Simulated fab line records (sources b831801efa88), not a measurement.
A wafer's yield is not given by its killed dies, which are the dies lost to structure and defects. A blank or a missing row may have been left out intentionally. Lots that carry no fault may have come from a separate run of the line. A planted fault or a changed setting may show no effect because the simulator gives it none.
Commonality check across tools + flow sky130 + 10 lots, 30 wafers sampled

== THE REASON FOR OPENING IT ==
2 of 10 lots carry a flag on the reading POLY_GATE_CVD_03_THK at SKY_POLY_GATE_THK_MEAS_04. No-fault wafers: 74.8 nm, standard deviation 0.71.
Rule: a lot is flagged when every wafer of it that has a number lies more than 4 standard deviations from that mean, or none has a number. The rest of the lots are taken to be sound.

| lot  | measured     | on            | POLY_GATE_CVD_03_THK (nm), wafer by wafer | flag    |
|------|--------------|---------------|-------------------------------------------|---------|
| L275 | day 15 18:01 | film_metro-01 | 74.9 75.2 74.6                            |         |
| L276 | day 16 05:07 | film_metro-03 | 74.0 74.0 74.0                            |         |
| L277 | day 16 16:06 | film_metro-02 | 75.2 75.5 75.7                            |         |
| L278 | day 17 04:14 | film_metro-03 | 75.7 75.7 75.7                            |         |
| L279 | day 17 12:37 | film_metro-01 | 75.7 76.0 76.2                            |         |
| L280 | day 17 17:59 | film_metro-03 | 75.1 75.0 74.7                            |         |
| L284 | day 19 07:48 | film_metro-01 | 73.7 73.9 73.8                            |         |
| L287 | day 21 08:40 | film_metro-01 | 46.6 45.9 46.3                            | FLAGGED |
| L289 | day 21 08:40 | film_metro-03 | 45.9 45.6 46.5                            | FLAGGED |
| L296 | day 24 03:21 | film_metro-02 | 75.3 74.9 76.0                            |         |
On average the flagged lots' numbers are 46.1 nm, which is -28.7 nm against the usual, or -40 standard deviations.

== LOT BY LOT: THE TOOL USED ==
The record keeps 1 process step preceding the reading, out of 708 steps on the route. Each cell gives the tool, then ch followed by the chambers the sampled wafers passed through, then the start.
| lot  | flag    | SKY_POLY_GATE_CVD_03        |
|------|---------|-----------------------------|
| L275 |         | lpcvd-02 ch 1, day 15 16:39 |
| L276 |         | lpcvd-02 ch 0, day 16 03:45 |
| L277 |         | lpcvd-02 ch 0, day 16 14:44 |
| L278 |         | lpcvd-02 ch 0, day 17 02:51 |
| L279 |         | lpcvd-02 ch 0, day 17 11:15 |
| L280 |         | lpcvd-02 ch 0, day 17 16:38 |
| L284 |         | lpcvd-02 ch 1, day 19 06:26 |
| L287 | FLAGGED | lpcvd-02 ch 1, day 21 07:18 |
| L289 | FLAGGED | lpcvd-02 ch 1, day 21 07:18 |
| L296 |         | lpcvd-02 ch 1, day 24 01:58 |
What these steps do:
- SKY_POLY_GATE_CVD_03: deposits Si3N4 from DCS/NH3, target thk 75 nm, time 1290 s.
- SKY_POLY_GATE_THK_MEAS_04

== FLAGGED OVER TOTAL, TOOL BY TOOL (the gauges that took the reading come last) ==
| step                      | tool          | lots run | flagged | share of the flagged lots | sound lots run after its first flagged lot |
|---------------------------|---------------|----------|---------|---------------------------|--------------------------------------------|
| SKY_POLY_GATE_CVD_03      | lpcvd-02      | 10       | 2       | all                       | 1 (L296)                                   |
| SKY_POLY_GATE_THK_MEAS_04 | film_metro-01 | 4        | 1       | some                      | 0                                          |
| SKY_POLY_GATE_THK_MEAS_04 | film_metro-02 | 2        | 0       | none                      | -                                          |
| SKY_POLY_GATE_THK_MEAS_04 | film_metro-03 | 4        | 1       | some                      | 0                                          |

== WHAT THE TABLE PERMITS ==
In the table, 1 row covers all flagged lots: lpcvd-02 at SKY_POLY_GATE_CVD_03.
- lpcvd-02 at SKY_POLY_GATE_CVD_03: 2 of its 10 lots flagged. Sound lots followed the first flagged one (L296) on it, something a lasting fault affecting the whole tool could not allow.
Every row of the table either missed a flagged lot or ran a sound lot after the first.

== WHAT HAD BEEN PUT IN BY THE SIMULATOR ==
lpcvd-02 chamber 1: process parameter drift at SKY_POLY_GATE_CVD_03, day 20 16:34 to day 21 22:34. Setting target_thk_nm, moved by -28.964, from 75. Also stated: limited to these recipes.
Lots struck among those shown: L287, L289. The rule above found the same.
